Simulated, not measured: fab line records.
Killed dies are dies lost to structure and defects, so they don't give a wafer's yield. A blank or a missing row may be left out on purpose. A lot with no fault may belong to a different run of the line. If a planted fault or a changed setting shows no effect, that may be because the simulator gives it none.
What tool caused it?    flow sky130    14 lots with 42 wafers sampled at 2 steps, on a route of 708 steps

WHAT THE GAUGES READ, wafer by wafer
SKY_VIA2_THK_MEAS_01.
lot   measured      on             VIA2_HDPCVD_THK (nm)
L740  day 34 18:12  film metro-04  1211 1196 1172
L741  day 35 08:30  film metro-01  1178 1208 1189
L742  day 35 19:02  film metro-01  1170 1179 1189
L743  day 36 04:33  film metro-04  1189 1209 1219
L746  day 37 09:25  film metro-04  1217 1226 1175
L747  day 37 17:16  film metro-01  1161 1175 1191
L748  day 38 00:27  film metro-01  1176 1179 1180
L749  day 38 02:35  film metro-04  1182 1197 1194
L751  day 38 17:27  film metro-02  1182 1159 1165
L755  day 39 21:16  film metro-01  1171 1168 1155
L756  day 40 03:04  film metro-04  441 446 431
L757  day 40 13:48  film metro-02  461 441 447
L760  day 41 17:29  film metro-01  1171 1180 1187
L761  day 41 18:47  film metro-04  1177 1171 1170

WHAT TOOL EACH LOT RAN ON (gives the tool, then ch and the chambers of the sampled wafers, and finally the start)
lot   SKY_VIA2_HDPCVD_00
L740  hdpcvd-01 ch 0,2, day 34 18:03
L741  hdpcvd-01 ch 0,1,2, day 35 08:22
L742  hdpcvd-02 ch 0,1,2, day 35 18:55
L743  hdpcvd-01 ch 1,2, day 36 04:26
L746  hdpcvd-01 ch 0,2, day 37 09:17
L747  hdpcvd-02 ch 0,1, day 37 17:07
L748  hdpcvd-02 ch 0,1, day 38 00:19
L749  hdpcvd-01 ch 0,1, day 38 02:28
L751  hdpcvd-02 ch 1,2, day 38 17:19
L755  hdpcvd-02 ch 0,1, day 39 21:08
L756  hdpcvd-01 ch 0,1,2, day 40 02:55
L757  hdpcvd-01 ch 0,2, day 40 13:41
L760  hdpcvd-02 ch 0,1,2, day 41 17:21
L761  hdpcvd-02 ch 0,1,2, day 41 18:42
- SKY_VIA2_HDPCVD_00: deposits SiO2, target thk 1180 nm, time 196.7 s.

AS READ BY THE TOOLS THEMSELVES (means over the sampled wafers that have a number; for cases with no such wafer, the mark the record gives instead)
The record holds no such reading with a usual standard deviation.

THE ANSWER, worked out from the rows above alone
Rule: what is usual is taken from the lots themselves. Put in order of their means at a reading, lots are off if they are a third of the lots or fewer, leave a main group of 4 or more, and stand apart from it by a gap of 3 or more times the standard deviation of the main group's means; of several such gaps the widest counts. If all means in a main group match to the digits the tables above print for the reading, that group is not used. Also off: a lot with no number at a reading for which 4 or more lots have one. Any other lot the step has rows for is counted as sound. First the gauges in route order, then the tools' own readings, where a lot's mean is used as printed above. The first step at which some lot is off is used, and at that step the reading that is off furthest; a lot without a number counts as furthest.
Off: at SKY_VIA2_THK_MEAS_01 (VIA2_HDPCVD_THK), L756, L757. Mean 1184 nm and standard deviation 13 in the main group.
A tool fits if, at a process step before that reading, it ran every lot that is off, and no sound lot after the first of them. Those tools and the gauges at SKY_VIA2_THK_MEAS_01 are tried in the same way. One fits: SKY_VIA2_HDPCVD_00 on hdpcvd-01. Its last sound lot is L749 (day 38 02:28), its first lot that is off L756 (day 40 02:55): a fault that began between those two fits.

WHAT THE SIMULATOR PUT IN
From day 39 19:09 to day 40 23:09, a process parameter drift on hdpcvd-01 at SKY_VIA2_HDPCVD_00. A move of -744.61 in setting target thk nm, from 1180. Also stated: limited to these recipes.
Lots struck among those shown: L756, L757. This agrees with what the rule above found.
